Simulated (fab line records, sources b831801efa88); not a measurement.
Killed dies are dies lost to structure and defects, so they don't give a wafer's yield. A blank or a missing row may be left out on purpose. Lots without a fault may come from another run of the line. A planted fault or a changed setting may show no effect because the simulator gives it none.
One fault seen from 2 desks | flow gf180mcu | each desk has only its own numbers; what lay behind them comes last

THE METROLOGY DESK
What the gauges read, lot by lot, whatever tool the lot ran on: means of the sampled wafers that have a number. A lot is out of limits, marked OUT, if its mean lies more than 4 standard deviations from the usual mean; the brackets give that distance.
Columns: A = MVPSD_RS at GF_VT_IMPLANT_RS_MEAS_49, usual 1169.5 ohm/sq; B = V2_BOW at GF_V2_BOW_MEAS_05, usual 98 um
lot  | first seen here | A      | B
L530 | day 7 23:07     | 1171.2 | 101
L531 | day 8 00:53     | 1169.6 | 101
L532 | day 8 10:03     | 1168.9 | 85
L534 | day 8 22:41     | 1170.0 | 109
L535 | day 9 11:23     | 1167.8 | 94
L537 | day 9 22:42     | 1174.0 | 86
L539 | day 10 10:47    | 1167.6 | 91
L543 | day 11 11:07    | 1167.9 | 79
L548 | day 12 16:49    | 1168.4 | 100
L549 | day 13 00:03    | 1175.1 | 104
L550 | day 13 06:44    | 1168.5 | 108
L551 | day 13 12:26    | 1169.9 | 106
L552 | day 13 17:38    | 1168.8 | 103
This desk's finding: nothing out of limits on any of the 13 lots.

THE TOOL OWNER'S DESK: rie_diel-02
The tool's own readings at GF_V1_ETCH_17 (etches SiO2 in C4F8/O2/Ar, stops on TiN, target depth 630 nm): means of the sampled wafers that have a number, for each lot that ran on this tool. A lot is out of limits, marked OUT, if its mean lies more than 4 standard deviations from the usual mean; the brackets give that distance.
Columns: A = bias_w at GF_V1_ETCH_17, usual 1200 W; B = oes_product_au at GF_V1_ETCH_17, usual 0.856 a.u.
lot  | first seen here | A              | B
L531 | day 18 12:00    | 1200           | 0.853
L532 | day 19 03:00    | 1201           | 0.856
L535 | day 20 15:00    | 1199           | 0.854
L537 | day 21 03:00    | 1094 (-32) OUT | 0.859
L539 | day 21 22:00    | 1098 (-31) OUT | 0.856
L548 | day 24 17:00    | 1199           | 0.853
L550 | day 25 07:00    | 1202           | 0.854
L552 | day 25 18:00    | 1201           | 0.854
This desk's finding: out of limits on L537, L539; first on L537, day 21 03:00 (bias_w at GF_V1_ETCH_17). In limits: L531, L532, L535, L548, L550, L552.

PUT TOGETHER
The tool owner's desk could have raised an alarm at day 21 03:00, on L537, L539.
The metrology desk saw nothing out of limits.
The metrology desk has L537, L539 on record, within its limits.
Of the lots named, all ran GF_V1_ETCH_17 on rie_diel-02.

WHAT THE SIMULATOR HAD PUT IN
Process parameter drift: rie_diel-02, from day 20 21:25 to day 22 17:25, at GF_V1_ETCH_17. Setting bias_w, moved by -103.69, from 1200. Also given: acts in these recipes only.
Lots struck among those shown: L537, L539.
Hours from the fault's start to each desk's first reading out of limits: the tool owner's desk, 6.
